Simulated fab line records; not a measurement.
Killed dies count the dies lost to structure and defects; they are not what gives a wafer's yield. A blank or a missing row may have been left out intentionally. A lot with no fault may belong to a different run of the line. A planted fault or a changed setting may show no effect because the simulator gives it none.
Matching of chambers    flow sky130    cmp-01 running SKY_VIA4_CMP_21: 4 sister chambers
The step polishes, stops on SiO2, t overpolish 25 s, target thk 0 nm. 4 wafers are shown with their chamber, then 7 later ones without.

== EACH WAFER AND ITS CHAMBER ==
wafer   chamber  motor-current-A (A)
L143.1  0        11.4
L143.5  2        10.5
L147.1  3        10.9
L147.2  1        10.4

== WAFERS WHOSE CHAMBER IS MISSING ==
wafer   motor-current-A (A)
L147.6  10.5
L151.1  10.4
L151.2  11.1
L151.6  10.0
L155.2  10.7
L155.4  10.9
L155.5  11.3

== EACH ONE'S CHAMBER ==
wafer    from the rows above            in truth
L147.6   can't be placed: 2 or 1        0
L151.1   can't be placed: 1 or 2        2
L151.2   can't be placed: 3 or 0        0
L151.6   can't be placed: 1 or 2        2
L155.2   can't be placed: 2 or 3 or 1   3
L155.4   3                              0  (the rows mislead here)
L155.5   can't be placed: 0 or 3        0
Placed correctly: 0 of 7. These rows do not allow placing 6 (true chamber among the candidates in 5). 1 placed wrongly.
How it was worked out, from the rows above alone: a wafer's distance from a chamber is the root of the sum, over the readings, of the square of ((its reading less the chamber's mean) divided by the reading's scatter). If the next closest chamber is less than 2 further off than the closest, the wafer can't be placed; otherwise it belongs to the closest. A chamber's mean is the mean of its shown wafers. The scatter: root of mean squared gap, hidden wafer to nearest shown wafer, with one shown wafer a chamber.
